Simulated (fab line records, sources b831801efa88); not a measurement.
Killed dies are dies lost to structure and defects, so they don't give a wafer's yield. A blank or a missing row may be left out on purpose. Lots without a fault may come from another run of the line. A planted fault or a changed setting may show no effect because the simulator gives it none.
A struck lot beside a sound one | flow gf180mcu | 30 steps out of a route of 602
Sound: wafers L790.1, L790.4, L790.6. Struck: wafers L793.1, L793.3, L793.4. The cause comes at the end.
At each step with rows: each side's tool, then ch and its chambers, then its first start. Under that, the readings that differ: sound wafers | struck wafers | difference of the means | sigmas: that difference in standard deviations of wafers without a fault.
alike: readings whose means differ by less than 2 such deviations, and words and numbers that are the same on both sides. not compared: withheld readings, readings that some wafer has no value for, bounds like >300 that may hide the same value, and numbers for which the record gives no deviation and whose values overlap.
The two part at a step that has a row with sigmas, a row that says differs or no value, or rows on one side only. Numbers that don't overlap but have no deviation are shown without sigmas and don't part them. A reading that every wafer of one side lacks parts them only if that side has two wafers or more.

first, 7 steps without rows for these wafers: GF_HV_LDD_DEHYDRATE_24 (time 60 s); GF_HV_LDD_HMDS_25 (prime time 60 s); GF_HV_LDD_COAT_26 (resist thk 1000 nm); GF_HV_LDD_SOFTBAKE_27 (time 60 s); GF_HV_LDD_EXPOSE_28 (exposes mask Nplus HV AREA, target cd 400 nm); GF_HV_LDD_PEB_29; GF_HV_LDD_DEVELOP_30 (develop time 60 s).
GF_HV_LDD_CD_MEAS_31: target cd 400 nm.
  sound on cd_sem-02, day 12 16:10; struck on cd_sem-02, day 13 09:04
  alike: cd_nm
GF_HV_LDD_OVL_MEAS_32:
  sound on overlay-02, day 12 16:17; struck on overlay-01, day 13 09:11
  alike: HV_LDD_02_OVL
then, 3 steps without rows for these wafers: GF_HV_LDD_IMPLANT_33; GF_HV_LDD_IMPLANT_34; GF_HV_LDD_IMPLANT_35.
GF_HV_LDD_IMPLANT_36:
  sound on implanter-01 ch 0, day 12 16:47; struck on implanter-01 ch 0, day 13 09:40
  reading            | sound                         | struck                           | difference  | sigmas
  dose_ions_cm2      | 7.519e+12 7.509e+12 7.505e+12 | 3.4817e+13 3.4804e+13 3.4805e+13 | +2.7298e+13 | +99 or more
  faraday_current_uA | 42.8 41.6 43.9                | 194.4 197.5 194.7                | +152.8      | +99 or more
GF_HV_LDD_STRIP_37: strips in O2/N2.
  sound on plasma_asher-04 ch 1, day 12 16:56; struck on plasma_asher-02 ch 0,1, day 13 09:49
  alike: drypump_motor_current_A, heater_power_w, oes_product_au, strip_time_to_endpoint_s
  not compared: rf_hours_counter_h
GF_HV_LDD_TW_MEAS_38:
  sound on film_metro-04, day 12 17:02; struck on film_metro-04, day 13 10:08
  reading     | sound          | struck         | difference | sigmas
  HV_LDD_3_TW | 1469 1462 1469 | 1814 1812 1814 | +347       | +17
  not compared: hold
then, 6 steps without rows for these wafers: GF_HV_LDD_HMDS_40 (prime time 60 s); GF_HV_LDD_COAT_41 (resist thk 1000 nm); GF_HV_LDD_SOFTBAKE_42 (time 60 s); GF_HV_LDD_EXPOSE_43 (exposes mask Pplus HV AREA, target cd 400 nm); GF_HV_LDD_PEB_44; GF_HV_LDD_DEVELOP_45 (develop time 60 s).
GF_HV_LDD_CD_MEAS_46: target cd 400 nm.
  sound on cd_sem-02, day 13 06:37; struck on cd_sem-02, day 13 21:41
  alike: cd_nm
GF_HV_LDD_OVL_MEAS_47:
  sound on overlay-01, day 13 06:44; struck on overlay-02, day 13 21:49
  alike: HV_LDD_03_OVL
then, 1 step without rows for these wafers: GF_HV_LDD_IMPLANT_48.
GF_HV_LDD_STRIP_49: strips in O2/N2.
  sound on plasma_asher-04 ch 0,1, day 13 06:55; struck on plasma_asher-02 ch 0,1, day 13 22:00
  alike: drypump_motor_current_A, heater_power_w, oes_product_au, strip_time_to_endpoint_s
  not compared: rf_hours_counter_h
GF_HV_LDD_TW_MEAS_50:
  sound on film_metro-02, day 13 07:01; struck on film_metro-02, day 13 22:06
  alike: HV_LDD_4_TW
then, 1 step without rows for these wafers: GF_HV_LDD_CLEAN_51 (cleans in SC1/SC2, time 150 s).
GF_HV_LDD_RTA_52: time 10 s.
  sound on rtp_anneal-01 ch 0, day 13 07:08; struck on rtp_anneal-02 ch 0, day 13 22:13
  reading            | sound    | struck   | difference | sigmas
  lamp_power_pct (%) | 39 39 39 | 28 28 28 | -11        | -2
  alike: wafer_temp_C_max
GF_HV_LDD_RS_MEAS_53: measures by four-point-probe.
  sound on film_metro-03, day 13 07:11; struck on film_metro-04, day 13 22:34
  reading            | sound             | struck            | difference | sigmas
  HV_LDD_RS (ohm/sq) | 418.3 418.6 418.4 | 358.6 358.3 357.6 | -60.3      | -55
  not compared: hold
then, 1 step without rows for these wafers: GF_PASSIVATION_PROBE_99.

WHERE THEY PART
First at GF_HV_LDD_IMPLANT_36; last, within this record, at GF_HV_LDD_RS_MEAS_53.

WHY: what the simulator had put in
Process parameter drift: implanter-01, from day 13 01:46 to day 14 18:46, at GF_HV_LDD_IMPLANT_36. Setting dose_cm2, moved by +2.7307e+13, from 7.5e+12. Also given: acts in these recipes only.
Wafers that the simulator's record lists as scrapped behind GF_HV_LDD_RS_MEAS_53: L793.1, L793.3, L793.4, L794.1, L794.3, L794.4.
